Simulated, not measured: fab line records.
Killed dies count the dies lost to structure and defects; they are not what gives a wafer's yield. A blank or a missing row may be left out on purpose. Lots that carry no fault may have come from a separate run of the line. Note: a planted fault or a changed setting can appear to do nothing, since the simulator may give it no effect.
Which tool was responsible?    flow gf180mcu    72 wafers from 24 lots sampled at 6 of the route's 602 steps

## WHAT EACH GAUGE READ, for each wafer
GF_V2_OVL_MEAS_15. Usual: V2_OVL gives 0 nm (standard deviation 5.3).
lot   measured      on          V2_OVL (nm)  flag
L074  day 21 02:59  overlay-01  -1 -2 1      
L075  day 21 10:29  overlay-02  4 6 4        
L076  day 21 18:26  overlay-02  -7 0 4       
L077  day 22 02:06  overlay-02  2 2 2        
L078  day 22 08:55  overlay-01  -1 -1 2      
L079  day 22 18:02  overlay-01  3 -2 -4      
L080  day 23 07:56  overlay-01  -13 -8 -5    
L081  day 23 15:45  overlay-02  11 6 11      
L082  day 24 00:06  overlay-01  -1 -8 -9     
L083  day 24 07:53  overlay-01  2 7 2        
L084  day 24 14:56  overlay-01  3 -5 -6      
L085  day 24 18:08  overlay-01  0 6 6        
L086  day 25 06:27  overlay-01  -4 -9 -8     
L087  day 25 13:45  overlay-01  4 -7 4       
L088  day 25 23:02  overlay-01  8 5 6        
L089  day 26 04:49  overlay-02  -2 -3 -9     
L090  day 26 11:17  overlay-02  -5 -2 4      
L091  day 26 18:43  overlay-02  -10 0 -5     
L092  day 27 02:53  overlay-01  4 -4 2       
L093  day 27 07:51  overlay-01  4 -2 12      
L094  day 27 20:51  overlay-02  0 0 -4       
L095  day 28 00:23  overlay-02  -6 -1 -3     
L096  day 28 06:34  overlay-01  3 -2 4       
L097  day 28 10:40  overlay-02  -5 5 1       

GF_V4_RS_MEAS_24: the measuring method here is four-point-probe. Usual: V4_W_RS gives 0.327 ohm/sq (standard deviation 0.0033).
lot   measured      on             V4_W_RS (ohm/sq)   flag
L074  day 25 07:06  film_metro-02  0.331 0.330 0.329  
L075  day 25 13:57  film_metro-04  0.324 0.322 0.325  
L076  day 25 18:54  film_metro-01  0.323 0.329 0.323  
L077  day 26 04:39  film_metro-01  0.318 0.320 0.316  
L078  day 26 09:58  film_metro-02  0.327 0.332 0.330  
L079  day 26 18:05  film_metro-01  0.328 0.328 0.326  
L080  day 27 08:26  film_metro-04  0.330 0.328 0.327  
L081  day 27 13:24  film_metro-04  0.328 0.326 0.322  
L082  day 27 20:32  film_metro-01  0.330 0.328 0.324  
L083  day 28 04:10  film_metro-02  0.329 0.328 0.330  
L084  day 28 11:23  film_metro-01  0.329 0.325 0.324  
L085  day 28 14:27  film_metro-02  0.326 0.331 0.327  
L086  day 29 02:05  film_metro-01  0.323 0.328 0.328  
L087  day 29 07:53  film_metro-01  0.327 0.322 0.330  
L088  day 29 15:10  film_metro-02  0.329 0.325 0.326  
L089  day 29 20:08  film_metro-04  0.325 0.323 0.325  
L090  day 30 03:52  film_metro-02  0.330 0.330 0.328  
L091  day 30 08:56  film_metro-04  0.334 0.329 0.334  
L092  day 30 17:19  film_metro-01  0.327 0.328 0.320  
L093  day 30 21:57  film_metro-02  0.327 0.325 0.325  
L094  day 31 07:58  film_metro-01  0.323 0.327 0.324  
L095  day 31 12:28  film_metro-04  0.323 0.321 0.324  
L096  day 31 18:13  film_metro-04  0.325 0.328 0.327  
L097  day 31 22:03  film_metro-04  0.331 0.328 0.333  

GF_TOP_METAL_THK_MEAS_06: measures by xrf. Usual: TOP_METAL_ALCU_THK gives 888 nm (standard deviation 9.8).
lot   measured      on             TOP_METAL_ALCU_THK (nm)  flag
L074  day 28 03:34  film_metro-01  900 892 884              
L075  day 28 08:55  film_metro-02  901 899 903              
L076  day 28 13:50  film_metro-03  865 866 869              
L077  day 28 23:16  film_metro-03  873 870 877              
L078  day 29 04:12  film_metro-02  892 888 889              
L079  day 29 11:37  film_metro-02  896 892 893              
L080  day 30 01:44  film_metro-02  903 899 902              
L081  day 30 05:46  film_metro-03  893 898 892              
L082  day 30 11:22  film_metro-03  889 885 891              
L083  day 30 19:59  film_metro-02  886 882 889              
L084  day 31 02:38  film_metro-02  904 903 909              
L085  day 31 04:22  film_metro-02  892 885 879              
L086  day 31 15:04  film_metro-01  878 883 889              
L087  day 31 19:56  film_metro-01  895 899 891              
L088  day 32 03:34  film_metro-01  886 871 890              
L089  day 32 07:34  film_metro-01  889 890 889              
L090  day 32 12:44  film_metro-02  895 904 903              
L091  day 32 18:57  film_metro-01  882 884 885              
L092  day 33 02:44  film_metro-03  890 891 886              
L093  day 33 06:05  film_metro-02  886 891 886              
L094  day 33 16:37  film_metro-02  896 886 892              
L095  day 33 20:16  film_metro-01  886 878 883              
L096  day 34 01:29  film_metro-02  895 886 893              
L097  day 34 06:06  film_metro-02  875 878 880              

GF_PASSIVATION_BOW_MEAS_14. Usual: PASSIVATION_BOW gives 137 um (standard deviation 11).
lot   measured      on             PASSIVATION_BOW (um)  flag
L074  day 29 21:55  film_metro-02  149 135 139           
L075  day 30 03:13  film_metro-04  143 141 151           
L076  day 30 07:46  film_metro-01  155 154 157           
L077  day 30 16:30  film_metro-04  114 129 143           
L078  day 30 21:16  film_metro-01  147 136 141           
L079  day 31 04:02  film_metro-04  148 142 144           
L080  day 31 17:33  film_metro-01  134 131 130           
L081  day 31 21:39  film_metro-04  126 133 146           
L082  day 32 02:24  film_metro-01  129 123 138           
L083  day 32 10:32  film_metro-01  131 136 134           
L084  day 32 16:28  film_metro-04  119 114 132           
L085  day 32 18:30  film_metro-01  133 125 143           
L086  day 33 04:21  film_metro-04  141 135 123           
L087  day 33 08:04  film_metro-02  127 134 132           
L088  day 33 15:13  film_metro-02  135 129 128           
L089  day 33 19:47  film_metro-01  131 132 124           
L090  day 34 00:28  film_metro-04  143 130 141           
L091  day 34 05:55  film_metro-01  145 163 150           
L092  day 34 13:10  film_metro-02  147 133 139           
L093  day 34 16:25  film_metro-04  127 128 123           
L094  day 35 01:01  film_metro-02  129 125 122           
L095  day 35 06:20  film_metro-02  134 129 142           
L096  day 35 10:02  film_metro-01  135 138 127           
L097  day 35 14:26  film_metro-02  137 143 152           

## WHAT TOOL EACH LOT RAN ON (gives the tool, then ch and the chambers of the sampled wafers, and finally the start)
lot   GF_M3_SPUTTER_02              GF_V3_ETCH_17
L074  pvd_sputter-03, day 21 04:31  rie_diel-01 ch 0,2,3, day 25 07:06 or earlier
L075  pvd_sputter-02, day 21 12:01  rie_diel-03 ch 2,3, day 25 13:57 or earlier
L076  pvd_sputter-04, day 21 19:58  rie_diel-01 ch 0,1,2, day 25 18:54 or earlier
L077  pvd_sputter-03, day 22 03:37  rie_diel-03 ch 1,2,3, day 26 04:39 or earlier
L078  pvd_sputter-04, day 22 10:25  rie_diel-01 ch 0,1, day 26 09:58 or earlier
L079  pvd_sputter-03, day 22 19:34  rie_diel-01 ch 1,3, day 26 18:05 or earlier
L080  pvd_sputter-03, day 23 09:28  rie_diel-03 ch 1,2,3, day 27 08:26 or earlier
L081  pvd_sputter-02, day 23 17:16  rie_diel-01 ch 0,1,3, day 27 13:24 or earlier
L082  pvd_sputter-03, day 24 01:37  rie_diel-02 ch 0,1,2, day 27 20:32 or earlier
L083  pvd_sputter-02, day 24 09:25  rie_diel-01 ch 2,3, day 28 04:10 or earlier
L084  pvd_sputter-03, day 24 16:28  rie_diel-03 ch 2,3, day 28 11:23 or earlier
L085  pvd_sputter-04, day 24 19:40  rie_diel-02 ch 0,2,3, day 28 14:27 or earlier
L086  pvd_sputter-04, day 25 08:05  rie_diel-01 ch 0,3, day 29 02:05 or earlier
L087  pvd_sputter-03, day 25 15:23  rie_diel-02 ch 1,2,3, day 29 07:53 or earlier
L088  pvd_sputter-04, day 26 00:34  rie_diel-02 ch 1,2, day 29 15:10 or earlier
L089  pvd_sputter-03, day 26 06:19  rie_diel-03 ch 0,2,3, day 29 20:08 or earlier
L090  pvd_sputter-04, day 26 12:49  rie_diel-03 ch 1,2,3, day 30 03:52 or earlier
L091  pvd_sputter-03, day 26 20:14  rie_diel-01 ch 1,2,3, day 30 08:56 or earlier
L092  pvd_sputter-03, day 27 04:25  rie_diel-01 ch 0,2,3, day 30 17:19 or earlier
L093  pvd_sputter-03, day 27 09:23  rie_diel-01 ch 0,1,2, day 30 21:57 or earlier
L094  pvd_sputter-02, day 27 22:22  rie_diel-01 ch 2,3, day 31 07:58 or earlier
L095  pvd_sputter-04, day 28 02:15  rie_diel-03 ch 0,3, day 31 12:28 or earlier
L096  pvd_sputter-03, day 28 08:25  rie_diel-03 ch 1,3, day 31 18:13 or earlier
L097  pvd_sputter-03, day 28 12:11  rie_diel-01 ch 1,3, day 31 22:03 or earlier
- GF_M3_SPUTTER_02: material AlCu, target thk 450 nm, time 23.9 s.
- GF_V3_ETCH_17: etches SiO2 in C4F8/O2/Ar, stops on TiN, target depth 635 nm.

## WHAT THE TOOLS THEMSELVES READ (means of the sampled wafers that have a number; where no wafer has one, the mark that the record gives instead)
GF_M3_SPUTTER_02. Usual: throttle_valve_pct reads 29.7 % (standard deviation 1.1).
lot   tool            throttle_valve_pct (%)  flag
L074  pvd_sputter-03  29.0                    
L075  pvd_sputter-02  30.4                    
L076  pvd_sputter-04  29.5                    
L077  pvd_sputter-03  29.0                    
L078  pvd_sputter-04  29.9                    
L079  pvd_sputter-03  30.4                    
L080  pvd_sputter-03  29.9                    
L081  pvd_sputter-02  29.5                    
L082  pvd_sputter-03  29.1                    
L083  pvd_sputter-02  29.5                    
L084  pvd_sputter-03  29.8                    
L085  pvd_sputter-04  29.8                    
L086  pvd_sputter-04  31.0                    
L087  pvd_sputter-03  29.3                    
L088  pvd_sputter-04  30.1                    
L089  pvd_sputter-03  29.9                    
L090  pvd_sputter-04  30.4                    
L091  pvd_sputter-03  29.4                    
L092  pvd_sputter-03  29.2                    
L093  pvd_sputter-03  29.0                    
L094  pvd_sputter-02  30.5                    
L095  pvd_sputter-04  29.4                    
L096  pvd_sputter-03  29.8                    
L097  pvd_sputter-03  29.2                    

GF_V3_ETCH_17. Usual: chamber_pressure_mTorr 40.00 mTorr, standard deviation 0.04; oes_product_au 0.856 a.u., standard deviation 0.0045.
lot   tool         chamber_pressure_mTorr (mTorr)  oes_product_au (a.u.)  flag
L074  rie_diel-01  39.98                           0.857                  
L075  rie_diel-03  40.03                           0.854                  
L076  rie_diel-01  40.00                           0.858                  
L077  rie_diel-03  40.03                           0.857                  
L078  rie_diel-01  39.99                           0.851                  
L079  rie_diel-01  39.97                           0.851                  
L080  rie_diel-03  39.99                           0.858                  
L081  rie_diel-01  39.97                           0.857                  
L082  rie_diel-02  40.02                           0.854                  
L083  rie_diel-01  39.99                           0.856                  
L084  rie_diel-03  40.00                           0.853                  
L085  rie_diel-02  40.00                           0.859                  
L086  rie_diel-01  40.01                           0.853                  
L087  rie_diel-02  40.00                           0.858                  
L088  rie_diel-02  40.02                           0.858                  
L089  rie_diel-03  40.01                           0.852                  
L090  rie_diel-03  40.03                           0.857                  
L091  rie_diel-01  40.00                           0.858                  
L092  rie_diel-01  39.99                           0.859                  
L093  rie_diel-01  40.01                           0.856                  
L094  rie_diel-01  40.01                           0.854                  
L095  rie_diel-03  39.96                           0.851                  
L096  rie_diel-03  40.02                           0.858                  
L097  rie_diel-01  39.99                           0.854                  

## THE ANSWER, worked out from the rows above alone
Rule: a lot is off if the mean of its wafers that have a number lies more than 3 standard deviations from the usual mean. Also off: a lot with no number at a reading for which 4 or more lots have one. The other lots that the step has rows for count as sound. Order of review: gauges by route order, followed by the tools' own readings, for which a lot's mean as printed above is used. The first step at which some lot is off is used, and at that step the reading that is off furthest; a lot without a number counts as furthest.
Across all readings shown, no lot is off: no conclusion can be drawn from this.

## WHAT HAD BEEN PUT IN BY THE SIMULATOR
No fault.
